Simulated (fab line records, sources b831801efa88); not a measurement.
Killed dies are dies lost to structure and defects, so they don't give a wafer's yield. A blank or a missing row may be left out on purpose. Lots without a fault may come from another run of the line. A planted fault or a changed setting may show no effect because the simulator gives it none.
A struck lot beside a sound one | flow sky130 | 43 steps out of a route of 708
Sound: wafers L814.1, L814.3, L814.6. Struck: wafers L828.1, L828.2, L828.4. The cause comes at the end.
At each step with rows: each side's tool, then ch and its chambers, then its first start. Under that, the readings that differ: sound wafers | struck wafers | difference of the means | sigmas: that difference in standard deviations of wafers without a fault.
alike: readings whose means differ by less than 2 such deviations, and words and numbers that are the same on both sides. not compared: withheld readings, readings that some wafer has no value for, bounds like >300 that may hide the same value, and numbers for which the record gives no deviation and whose values overlap.
The two part at a step that has a row with sigmas, a row that says differs or no value, or rows on one side only. Numbers that don't overlap but have no deviation are shown without sigmas and don't part them. A reading that every wafer of one side lacks parts them only if that side has two wafers or more.

first, 3 steps without rows for these wafers: SKY_GATE_OXIDE_CLEAN_15 (cleans in SC1/SC2, time 150 s); SKY_GATE_OXIDE_OXIDATION_16 (stabilise 600 s, purge 300 s, target thk 3.57 nm); SKY_POLY_GATE_CVD_00 (deposits poly-Si, target thk 180 nm, time 720 s).
SKY_POLY_GATE_THK_MEAS_01:
  sound on film_metro-04, day 13 15:29; struck on film_metro-04, day 18 21:21
  alike: POLY_GATE_CVD_00_THK
then, 8 steps without rows for these wafers: SKY_RES_PROTECT_DEHYDRATE_00 (time 60 s); SKY_RES_PROTECT_HMDS_01 (prime time 60 s); SKY_RES_PROTECT_COAT_02 (resist thk 1140 nm); SKY_RES_PROTECT_SOFTBAKE_03 (time 60 s); SKY_RES_PROTECT_EXPOSE_04 (exposes mask RPM, target cd 1270 nm); SKY_RES_PROTECT_PEB_05; SKY_RES_PROTECT_DEVELOP_06 (develop time 60 s); SKY_POLY_GATE_IMPLANT_02.
SKY_RES_PROTECT_STRIP_07: strips in O2/N2.
  sound on plasma_asher-03 ch 0,1, day 14 17:10; struck on plasma_asher-03 ch 0,1, day 20 03:40
  alike: drypump_motor_current_A, oes_product_au, strip_time_to_endpoint_s
  not compared: rf_hours_counter_h
SKY_RES_PROTECT_TW_MEAS_08:
  sound on film_metro-04, day 14 17:16; struck on film_metro-04, day 20 03:46
  alike: POLY_GATE_TW
then, 2 steps without rows for these wafers: SKY_RES_PROTECT_CLEAN_09 (cleans in SC1/SC2, time 150 s); SKY_POLY_GATE_CVD_03 (deposits Si3N4 from DCS/NH3, target thk 75 nm, time 1290 s).
SKY_POLY_GATE_THK_MEAS_04:
  sound on film_metro-04, day 14 18:44; struck on film_metro-01, day 20 07:51
  alike: POLY_GATE_CVD_03_THK
then, 8 steps without rows for these wafers: SKY_POLY_GATE_DEHYDRATE_05 (time 60 s); SKY_POLY_GATE_HMDS_06 (prime time 60 s); SKY_POLY_GATE_COAT_07 (resist thk 110 nm); SKY_POLY_GATE_COAT_08 (resist thk 450 nm); SKY_POLY_GATE_SOFTBAKE_09 (time 90 s); SKY_POLY_GATE_EXPOSE_10 (exposes mask P1M, target cd 150 nm); SKY_POLY_GATE_PEB_11; SKY_POLY_GATE_DEVELOP_12 (develop time 60 s).
SKY_POLY_GATE_CD_MEAS_13: target cd 150 nm.
  sound on cd_sem-01, day 15 22:16; struck on cd_sem-01, day 21 15:19
  alike: cd_nm
SKY_POLY_GATE_OVL_MEAS_14:
  sound on overlay-01, day 15 22:23; struck on overlay-01, day 21 15:26
  alike: POLY_GATE_OVL
SKY_POLY_GATE_ETCH_15: etches BARC in N2/H2, stops on SiO2, time 118.5 s, target depth 110 nm.
  sound on rie_diel-03 ch 1,3, day 15 22:25; struck on rie_diel-03 ch 0,1,2, day 21 15:29
  alike: bias_w, drypump_motor_current_A, oes_product_au, throttle_valve_pct
  not compared: rf_hours_counter_h
SKY_POLY_GATE_ETCH_16: etches Si3N4 in CH3F/O2, stops on poly-Si, time 147.5 s, target depth 75 nm.
  sound on rie_diel-03 ch 1,3, day 15 22:29; struck on rie_diel-03 ch 0,1,2, day 21 15:34
  alike: bias_w, ch3f_flow_sccm, drypump_motor_current_A, oes_product_au, throttle_valve_pct
  not compared: rf_hours_counter_h
SKY_POLY_GATE_ETCH_17: etches poly-Si in HBr/Cl2, stops on SiO2, target depth 180 nm, time 70.5 s.
  sound on rie_si-01 ch 1,2,3, day 15 22:35; struck on rie_si-02 ch 0,2,3, day 21 15:40
  alike: bias_w, drypump_motor_current_A, oes_product_au, throttle_valve_pct
  not compared: rf_hours_counter_h
SKY_POLY_GATE_STRIP_18: strips in O2/N2.
  sound on plasma_asher-02 ch 0,1, day 15 22:39; struck on plasma_asher-01 ch 0,1, day 21 15:43
  alike: drypump_motor_current_A, oes_product_au, strip_time_to_endpoint_s
  not compared: rf_hours_counter_h
then, 2 steps without rows for these wafers: SKY_POLY_GATE_CLEAN_19 (cleans in SC1/SC2, time 150 s); SKY_POLY_GATE_OXIDATION_20 (stabilise 600 s, purge 300 s, target thk 4 nm).
SKY_POLY_GATE_THK_MEAS_21:
  sound on film_metro-01, day 16 02:02; struck on film_metro-04, day 21 17:07
  alike: POLY_GATE_OXIDATION_THK
SKY_POLY_GATE_CD_MEAS_22:
  sound on cd_sem-01, day 16 02:06; struck on cd_sem-01, day 21 17:10
  alike: cd_nm
then, 7 steps without rows for these wafers: SKY_LDD_N_DEHYDRATE_00 (time 60 s); SKY_LDD_N_HMDS_01 (prime time 60 s); SKY_LDD_N_COAT_02 (resist thk 300 nm); SKY_LDD_N_SOFTBAKE_03 (time 60 s); SKY_LDD_N_EXPOSE_04 (exposes mask NTM, target cd 840 nm); SKY_LDD_N_PEB_05; SKY_LDD_N_DEVELOP_06 (develop time 60 s).
-- the record jumps here: 28 days lie between the struck wafers' starts before and after (it left off in module LDD_N and takes up again in module PAD_OPEN, whose first step shown is number 708 of the route) --
SKY_PAD_OPEN_PROBE_99:
  the record has rows for the struck wafers here (prober-01, day 49 07:07) and none for the sound ones

WHERE THEY PART
Only at SKY_PAD_OPEN_PROBE_99, within this record.

WHY: what the simulator had put in
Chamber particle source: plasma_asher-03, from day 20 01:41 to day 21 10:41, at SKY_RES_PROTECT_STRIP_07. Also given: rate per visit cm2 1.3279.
